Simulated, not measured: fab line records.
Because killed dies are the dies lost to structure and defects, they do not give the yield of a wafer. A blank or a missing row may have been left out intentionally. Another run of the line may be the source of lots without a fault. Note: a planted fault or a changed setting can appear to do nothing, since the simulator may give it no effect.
fab line records	flow sky130
[record] lots = 6	wafers = 18	last-day = 50
route steps=708 shown LDD_HVN@274 LDD_HVP@278 PAD_OPEN@708
lots that met no fault: taken from a fault-free run of the same line
start-h: hours from the record's first day to the start of the lot's first wafer shown	wait-h: time in hours since the lot's previous step	" repeats the value in the row above	L1.1+2: a single row standing in for several wafers	- no value, or no start was given	* or withheld: withheld	< > ~ a bound
route shown NAME@n: a module of which the file shows steps, and the number in the route of the first	usual: mean/standard deviation of fault-free wafers	same: alike in all rows	chamber/n: place in a boat	sites: per-site readings	_std_site: the standard deviation of these	_edge_site: inner sites' mean taken away from outer sites' mean	radius-mm: how far each site lies from the wafer's centre	mask NAME#n: copy n	behind: the most recent tool/chamber to have shaped the wafer	hold: why the lot went on hold/how many hours it stayed there/how the hold came to an end	device: names the non-switching transistor (n, p or np)	end of line: the route-end tests of the same wafers	a step without rows: its recipe alone	killed: dies lost to structure and defects at the first sort, not the wafer's yield	map: shows each die of a wafer: x if killed, . if not, _ if none is there
set.NAME: setting as actually run; set.NAME@STEP: the setting as run at that earlier step	model.NAME: the simulator's own value behind a step, which no gauge read
lots at selected steps of the route; one table per step, one row per wafer
services: from which hour (start-h, from the record's first day; less than 0 if before it) a tool's chamber was out of use, for how many hours, and why
[[steps]]
[step SKY_LDD_HVN_OVL_MEAS_07]
[usual] LDD_HVN_OVL = -0.1/1.1
lot.wafer	tool	chamber	start-h	wait-h	LDD_HVN_OVL[nm]
L546.1	overlay-02	-	496.19	0.1	-2.8
L546.4	"	-	"	"	-1.9
L546.6	"	-	"	"	-2.0
L548.1	overlay-02	-	505.49	0.1	1.1
L548.3	"	-	"	"	2.9
L548.4	"	-	"	"	1.2
L556.1	overlay-02	-	574.92	0.1	2.4
L556.4	"	-	"	"	0.3
L556.6	"	-	"	"	0.5
L559.1	overlay-01	-	598.92	0.1	-1.6
L559.4	"	-	"	"	-1.1
L559.6	"	-	"	"	-1.8
L560.4	overlay-01	-	609.73	0.1	-1.0
L560.5	"	-	"	"	1.4
L560.6	"	-	"	"	-0.1
L564.1	overlay-02	-	637.49	0.1	-1.1
L564.2	"	-	"	"	-0.7
L564.4	"	-	"	"	-0.5
[step SKY_LDD_HVN_IMPLANT_08]
[recipe] species = P	energy-kev = 59.32	dose-cm2 = 3e+13	tilt-deg = 40
[step SKY_LDD_HVN_STRIP_09]
[recipe] chemistry = O2/N2	power-w = 1400	pressure-mtorr = 1500	platen-temp-c = withheld	o2-flow-sccm = 3000	n2-flow-sccm = 300	overash-fraction = 0.5
[usual] drypump-motor-current-A = 6.0/0.42	n2-flow-sccm = 299.8/1	oes-product-au = 0.408/0.0044	strip-time-to-endpoint-s = 4.138/0.014
lot.wafer	tool	chamber	start-h	wait-h	drypump-motor-current-A	n2-flow-sccm	oes-product-au	rf-hours-counter-h	strip-time-to-endpoint-s
L546.1	plasma-asher-03	0	496.37	0.1	6.6	300.4	0.405	78	4.132
L546.4	"	1	"	"	5.5	300.3	0.405	-	4.139
L546.6	"	1	"	"	5.5	301.5	0.412	-	4.134
L548.1	plasma-asher-03	0	505.67	0.1	6.6	299.6	0.407	79	4.138
L548.3	"	1	"	"	5.5	299.2	0.405	-	4.123
L548.4	"	0	"	"	6.6	300.7	0.412	-	4.154
L556.1	plasma-asher-03	1	575.10	0.1	5.5	300.5	0.414	85	4.153
L556.4	"	1	"	"	5.5	299.0	0.411	-	4.137
L556.6	"	0	"	"	6.6	298.8	0.412	-	4.125
L559.1	plasma-asher-02	1	599.10	0.1	5.8	300.5	0.409	48	4.147
L559.4	"	1	"	"	5.8	298.4	0.409	-	4.163
L559.6	"	0	"	"	6.3	300.7	0.414	-	4.137
L560.4	plasma-asher-04	1	609.94	0.1	5.8	300.1	0.414	-	4.161
L560.5	"	1	"	"	5.8	301.0	0.410	-	4.150
L560.6	"	0	"	"	6.4	300.4	0.410	-	4.147
L564.1	plasma-asher-04	0	637.67	0.1	6.3	300.9	0.402	82	4.145
L564.2	"	1	"	"	5.8	300.5	0.413	82	4.141
L564.4	"	0	"	"	6.4	299.9	0.411	-	4.147
[step SKY_LDD_HVN_TW_MEAS_10]
[usual] LDD_HVN_TW = 1428/19
lot.wafer	tool	chamber	start-h	wait-h	LDD_HVN_TW
L546.1	film-metro-02	-	496.47	0.1	1459
L546.4	"	-	"	"	1453
L546.6	"	-	"	"	1457
L548.1	film-metro-03	-	505.77	0.1	1409
L548.3	"	-	"	"	1400
L548.4	"	-	"	"	1406
L556.1	film-metro-03	-	575.20	0.1	1415
L556.4	"	-	"	"	1418
L556.6	"	-	"	"	1414
L559.1	film-metro-03	-	599.20	0.1	1404
L559.4	"	-	"	"	1396
L559.6	"	-	"	"	1400
L560.4	film-metro-03	-	610.03	0.1	1407
L560.5	"	-	"	"	1404
L560.6	"	-	"	"	1411
L564.1	film-metro-02	-	637.77	0.1	1442
L564.2	"	-	"	"	1445
L564.4	"	-	"	"	1444
[step SKY_LDD_HVP_DEHYDRATE_00]
[recipe] temp-c = 200	time-s = 60
[step SKY_LDD_HVP_HMDS_01]
[recipe] prime-time-s = 60	prime-temp-c = 120
[step SKY_LDD_HVP_COAT_02]
[recipe] resist = NOVOLAK	spin-rpm = 3000	resist-thk-nm = 300
[step SKY_LDD_HVP_SOFTBAKE_03]
[recipe] temp-c = 90	time-s = 60	resist = NOVOLAK
[step SKY_LDD_HVP_EXPOSE_04]
[recipe] mask-id = HVPTM	na = 0.6	source-shape = conventional	sigma-outer = 0.6	polarization = unpolarized	target-cd-nm = 700	dose-mj = 86
[step SKY_LDD_HVP_PEB_05]
[recipe] temp-c = withheld	time-s = *	resist = NOVOLAK
[step SKY_LDD_HVP_DEVELOP_06]
[recipe] resist = NOVOLAK	developer = TMAH	develop-time-s = 60	dev-temp-c = 23
[step SKY_LDD_HVP_OVL_MEAS_07]
[usual] LDD_HVP_OVL = -0.6/1.3
lot.wafer	tool	chamber	start-h	wait-h	LDD_HVP_OVL[nm]
L546.1	overlay-01	-	527.53	0.1	0.7
L546.4	"	-	"	"	0.9
L546.6	"	-	"	"	1.2
L548.1	overlay-02	-	536.58	0.1	-1.2
L548.3	"	-	"	"	-2.3
L548.4	"	-	"	"	-1.5
L556.1	overlay-02	-	605.29	0.1	1.3
L556.4	"	-	"	"	1.0
L556.6	"	-	"	"	1.3
L559.1	overlay-02	-	628.57	0.1	-1.0
L559.4	"	-	"	"	-1.7
L559.6	"	-	"	"	-1.5
L560.4	overlay-02	-	638.80	0.1	-2.1
L560.5	"	-	"	"	-2.1
L560.6	"	-	"	"	-1.0
L564.1	overlay-01	-	666.92	0.1	-3.1
L564.2	"	-	"	"	-2.6
L564.4	"	-	"	"	-1.1
[step SKY_LDD_HVP_IMPLANT_08]
[recipe] species = B	energy-kev = 20	dose-cm2 = 1.7e+13	tilt-deg = 17.9
[usual] beam-energy-keV = 20.000/0.0061	beam-on-s = 9.99/0.2	end-station-pressure-torr = 5.08e-06/2.6e-07
lot.wafer	tool	chamber	start-h	wait-h	beam-energy-keV	beam-on-s	end-station-pressure-torr	model.implant.drp-nm
L546.1	implanter-02	0	527.57	0.0	20.004	10.00	5.23e-06	28.53
L546.4	"	0	"	"	20.004	10.05	5.03e-06	28.53
L546.6	"	0	"	"	19.999	10.10	5.09e-06	28.53
L548.1	implanter-04	0	536.62	0.0	20.004	9.95	5.07e-06	28.53
L548.3	"	0	"	"	19.998	10.34	5.43e-06	28.53
L548.4	"	0	"	"	20.004	9.84	5.04e-06	28.53
L556.1	implanter-02	0	605.32	0.0	20.501	10.01	4.7e-06	29.08
L556.4	"	0	"	"	20.499	9.98	5.03e-06	29.08
L556.6	"	0	"	"	20.505	9.85	4.79e-06	29.08
L559.1	implanter-02	0	628.60	0.0	20.513	10.17	5.19e-06	29.08
L559.4	"	0	"	"	20.512	10.14	4.91e-06	29.08
L559.6	"	0	"	"	20.516	9.60	4.98e-06	29.08
L560.4	implanter-03	0	638.89	0.1	19.994	9.85	4.95e-06	28.53
L560.5	"	0	"	"	19.990	10.03	4.54e-06	28.53
L560.6	"	0	"	"	20.004	10.54	5.25e-06	28.53
L564.1	implanter-04	0	666.95	0.0	19.995	9.68	5.29e-06	28.53
L564.2	"	0	"	"	20.002	10.28	5.29e-06	28.53
L564.4	"	0	"	"	20.010	9.80	5.02e-06	28.53
[step SKY_LDD_HVP_STRIP_09]
[recipe] chemistry = O2/N2	power-w = 1400	pressure-mtorr = 1500	platen-temp-c = withheld	o2-flow-sccm = 3000	n2-flow-sccm = 300	overash-fraction = 0.5
[usual] drypump-motor-current-A = 6.0/0.41	n2-flow-sccm = 299.9/0.88	oes-product-au = 0.408/0.0043	strip-time-to-endpoint-s = 4.128/0.015
lot.wafer	tool	chamber	start-h	wait-h	drypump-motor-current-A	n2-flow-sccm	oes-product-au	rf-hours-counter-h	strip-time-to-endpoint-s
L546.1	plasma-asher-01	0	527.72	0.1	5.8	301.6	0.411	8	4.101
L546.4	"	1	"	"	6.0	300.1	0.408	-	4.112
L546.6	"	0	"	"	5.8	299.9	0.398	-	4.105
L548.1	plasma-asher-01	0	536.77	0.1	5.8	299.8	0.406	9	4.120
L548.3	"	1	"	"	6.0	300.4	0.403	-	4.115
L548.4	"	0	"	"	5.8	301.3	0.410	-	4.099
L556.1	plasma-asher-03	1	605.47	0.1	5.4	300.3	0.409	88	4.152
L556.4	"	0	"	"	6.6	299.9	0.406	-	4.130
L556.6	"	1	"	"	5.4	299.6	0.403	-	4.135
L559.1	plasma-asher-03	1	628.75	0.1	5.4	300.0	0.408	90	4.119
L559.4	"	0	"	"	6.6	302.4	0.406	-	4.130
L559.6	"	1	"	"	5.4	300.3	0.410	-	4.129
L560.4	plasma-asher-01	0	639.00	0.1	5.8	298.3	0.412	-	4.120
L560.5	"	1	"	"	6.0	302.3	0.410	-	4.122
L560.6	"	0	"	"	5.8	300.0	0.414	-	4.115
L564.1	plasma-asher-02	1	667.10	0.1	5.8	300.2	0.404	55	4.113
L564.2	"	0	"	"	6.3	299.4	0.402	55	4.117
L564.4	"	0	"	"	6.3	299.5	0.416	-	4.125
[step SKY_PAD_OPEN_PROBE_99]
[usual] killed_at_M0_to_M3 = 43/6.8	killed_at_M4_up = 3.1/1.8	killed-at-contacts = 25/5.8	killed-at-front-end = 15/4.2	killed-at-other = 0.3/0.5	killed-dies = 87/9.7	killed-open = 47/7.3	killed-short = 39/6.6
[same] gross-dies = 492	killed-at-back-side = 0
lot.wafer	tool	chamber	start-h	wait-h	killed_at_M0_to_M3	killed_at_M4_up	killed-at-contacts	killed-at-front-end	killed-at-other	killed-dies	killed-open	killed-short
L546.1	prober-02	-	1101.05	0.1	37	1	39	28	0	105	52	53
L546.4	prober-02	-	1101.20	0.2	40	5	18	12	1	76	37	39
L546.6	prober-02	-	1101.30	0.2	44	1	25	21	0	91	51	40
L548.1	prober-02	-	1106.49	0.1	37	1	18	18	0	74	38	36
L548.3	prober-02	-	1106.59	0.2	38	4	22	14	0	78	43	35
L548.4	prober-02	-	1106.64	0.2	53	4	26	12	0	95	48	47
L556.1	prober-01	-	1150.94	0.1	32	3	27	16	1	79	50	29
L556.4	prober-01	-	1151.09	0.2	41	4	31	15	0	91	45	46
L556.6	prober-01	-	1151.19	0.2	42	3	29	18	0	92	54	38
L559.1	prober-02	-	1163.55	0.1	47	2	25	19	0	93	60	33
L559.4	prober-02	-	1163.70	0.2	45	3	23	15	0	86	43	43
L559.6	prober-02	-	1163.80	0.2	44	1	12	28	0	85	50	35
L560.4	prober-01	-	1173.89	0.2	37	1	20	17	1	76	42	34
L560.5	prober-01	-	1173.94	0.2	34	4	21	15	0	74	41	33
L560.6	prober-01	-	1173.99	0.2	27	5	18	11	0	61	35	26
L564.1	prober-02	-	1189.90	0.1	46	3	27	10	0	86	54	32
L564.2	prober-02	-	1189.95	0.1	54	4	22	18	0	98	48	50
L564.4	prober-02	-	1190.05	0.2	37	5	19	24	2	87	45	42
// killed by level:class
L546.1 CONTACT:geometric-particle:open=13 LOCAL_INTERCONNECT:geometric-particle:short=8 CONTACT:geometric-particle:short=8 LI_CONTACT:geometric-particle:open=7 FIELD_ISO:geometric-particle:short=6 POLY_GATE:geometric-particle:open=6 METAL1:geometric-particle:short=6 METAL2:geometric-particle:short=5
L546.4 VIA3:geometric-particle:open=12 LI_CONTACT:geometric-particle:open=5 LOCAL_INTERCONNECT:geometric-particle:short=5 VIA3:geometric-particle:short=5 VIA2:geometric-particle:open=5 METAL4:geometric-particle:short=5 POLY_GATE:geometric-particle:open=4 METAL3:geometric-particle:short=4
L546.6 CONTACT:geometric-particle:open=14 VIA1:geometric-particle:open=8 VIA3:geometric-particle:open=8 FIELD_ISO:geometric-particle:open=7 METAL2:geometric-particle:short=6 POLY_GATE:geometric-particle:short=4 METAL1:geometric-particle:short=4 CONTACT:geometric-particle:short=4
L548.1 VIA1:geometric-particle:open=9 CONTACT:geometric-particle:open=8 VIA3:geometric-particle:short=7 POLY_GATE:geometric-particle:short=6 POLY_GATE:geometric-particle:open=4 FIELD_ISO:geometric-particle:open=3 LOCAL_INTERCONNECT:geometric-particle:short=3 CONTACT:geometric-particle:short=3
L548.3 VIA1:geometric-particle:open=13 CONTACT:geometric-particle:open=10 LI_CONTACT:geometric-particle:short=6 VIA3:geometric-particle:open=5 METAL2:geometric-particle:short=4 METAL4:geometric-particle:short=4 FIELD_ISO:geometric-particle:open=3 CONTACT:geometric-particle:short=3
L548.4 VIA1:geometric-particle:open=11 METAL2:geometric-particle:short=9 CONTACT:geometric-particle:open=9 VIA1:geometric-particle:short=9 VIA3:geometric-particle:open=7 LI_CONTACT:geometric-particle:open=7 CONTACT:geometric-particle:short=7 METAL1:geometric-particle:short=5
L556.1 CONTACT:geometric-particle:open=13 VIA3:geometric-particle:open=10 VIA1:geometric-particle:open=8 FIELD_ISO:geometric-particle:open=6 LI_CONTACT:geometric-particle:open=5 CONTACT:geometric-particle:short=5 VIA3:geometric-particle:short=5 POLY_GATE:geometric-particle:open=3
L556.4 CONTACT:geometric-particle:open=12 VIA1:geometric-particle:open=11 VIA3:geometric-particle:short=6 LI_CONTACT:geometric-particle:open=5 LOCAL_INTERCONNECT:geometric-particle:short=5 METAL1:geometric-particle:short=5 POLY_GATE:geometric-particle:short=4 LI_CONTACT:geometric-particle:short=4
L556.6 VIA1:geometric-particle:open=10 VIA2:geometric-particle:open=9 CONTACT:geometric-particle:open=8 LI_CONTACT:geometric-particle:open=8 CONTACT:geometric-particle:short=7 VIA3:geometric-particle:open=6 METAL2:geometric-particle:short=6 FIELD_ISO:geometric-particle:short=5
L559.1 VIA1:geometric-particle:open=12 VIA2:geometric-particle:open=11 VIA3:geometric-particle:open=10 LI_CONTACT:geometric-particle:open=9 CONTACT:geometric-particle:open=8 LOCAL_INTERCONNECT:geometric-particle:short=7 FIELD_ISO:geometric-particle:short=6 POLY_GATE:geometric-particle:short=5
L559.4 VIA1:geometric-particle:short=8 VIA1:geometric-particle:open=7 VIA3:geometric-particle:open=7 POLY_GATE:geometric-particle:short=6 LI_CONTACT:geometric-particle:open=6 LOCAL_INTERCONNECT:geometric-particle:short=5 CONTACT:geometric-particle:open=5 CONTACT:geometric-particle:short=5
L559.6 FIELD_ISO:geometric-particle:short=8 VIA1:geometric-particle:open=8 VIA2:geometric-particle:open=8 VIA3:geometric-particle:open=8 FIELD_ISO:geometric-particle:open=7 POLY_GATE:geometric-particle:short=6 POLY_GATE:geometric-particle:open=5 METAL2:geometric-particle:short=5
L560.4 METAL2:geometric-particle:short=7 VIA2:geometric-particle:open=7 VIA1:geometric-particle:open=5 LI_CONTACT:geometric-particle:open=5 CONTACT:geometric-particle:short=5 CONTACT:geometric-particle:open=5 VIA1:geometric-particle:short=5 FIELD_ISO:geometric-particle:open=4
L560.5 VIA1:geometric-particle:open=7 LI_CONTACT:geometric-particle:open=7 VIA3:geometric-particle:open=7 FIELD_ISO:geometric-particle:short=5 CONTACT:geometric-particle:open=5 METAL3:geometric-particle:short=5 METAL2:geometric-particle:short=4 FIELD_ISO:geometric-particle:open=3
L560.6 VIA2:geometric-particle:open=10 CONTACT:geometric-particle:open=7 FIELD_ISO:geometric-particle:open=5 METAL4:geometric-particle:short=5 LI_CONTACT:geometric-particle:open=3 LOCAL_INTERCONNECT:geometric-particle:short=3 VIA1:geometric-particle:open=3 VIA3:geometric-particle:open=3
L564.1 CONTACT:geometric-particle:open=13 VIA1:geometric-particle:open=11 METAL1:geometric-particle:short=9 METAL2:geometric-particle:short=6 VIA3:geometric-particle:open=6 LOCAL_INTERCONNECT:geometric-particle:short=5 FIELD_ISO:geometric-particle:open=4 POLY_GATE:geometric-particle:open=4
L564.2 VIA1:geometric-particle:open=13 METAL2:geometric-particle:short=8 METAL1:geometric-particle:short=8 VIA3:geometric-particle:open=7 LI_CONTACT:geometric-particle:open=6 VIA1:geometric-particle:short=5 POLY_GATE:geometric-particle:open=5 POLY_GATE:geometric-particle:short=5
L564.4 VIA1:geometric-particle:open=10 FIELD_ISO:geometric-particle:short=6 POLY_GATE:geometric-particle:open=6 CONTACT:geometric-particle:open=6 VIA3:geometric-particle:open=6 FIELD_ISO:geometric-particle:open=5 LI_CONTACT:geometric-particle:open=5 CONTACT:geometric-particle:short=5
[[services]]
tool	chamber	start-h	hours	kind
implanter-02	-	495.20	3.7	repair
implanter-04	-	500.05	3.3	repair
implanter-02	-	515.63	6.1	repair
plasma-asher-03	-	541.40	10.2	repair
implanter-04	-	573.61	6.2	pm
implanter-04	-	583.15	1.3	repair
implanter-02	-	592.05	7.7	pm
implanter-03	-	599.65	1.1	repair
plasma-asher-03	-	649.88	4.2	repair
implanter-03	-	666.87	18.1	pm
[[key]]
[first-sign] step = SKY_LDD_HVP_IMPLANT_08	reading = beam-energy-keV	direction = up	sigmas = 84	usual = *	struck = *
effect none on later readings
[model-effect] step = SKY_LDD_HVP_IMPLANT_08	value = implant.drp-nm	without = 28.53	struck = 29.08
met-at SKY_LDD_HVP_IMPLANT_08
struck-wafers L556.1,L556.4,L556.6,L559.1,L559.4,L559.6
tester-left-out L556,L559
onset-between 527.57 605.32
[fault] kind = process-parameter-drift	tool = implanter-02	chamber = -	onset-h = 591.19	steps = SKY_LDD_HVP_IMPLANT_08	channel = energy-kev	offset = *	shape = step	end-h = 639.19	acts-in = *	stated = *
// tester-left-out: of these lots the tester's yield and bins aren't shown, on N5 and GAA mostly nor the transistor test; their killed dies are dies lost to structure and defects alone, not to doping, threshold or leakage, so they don't give the yield
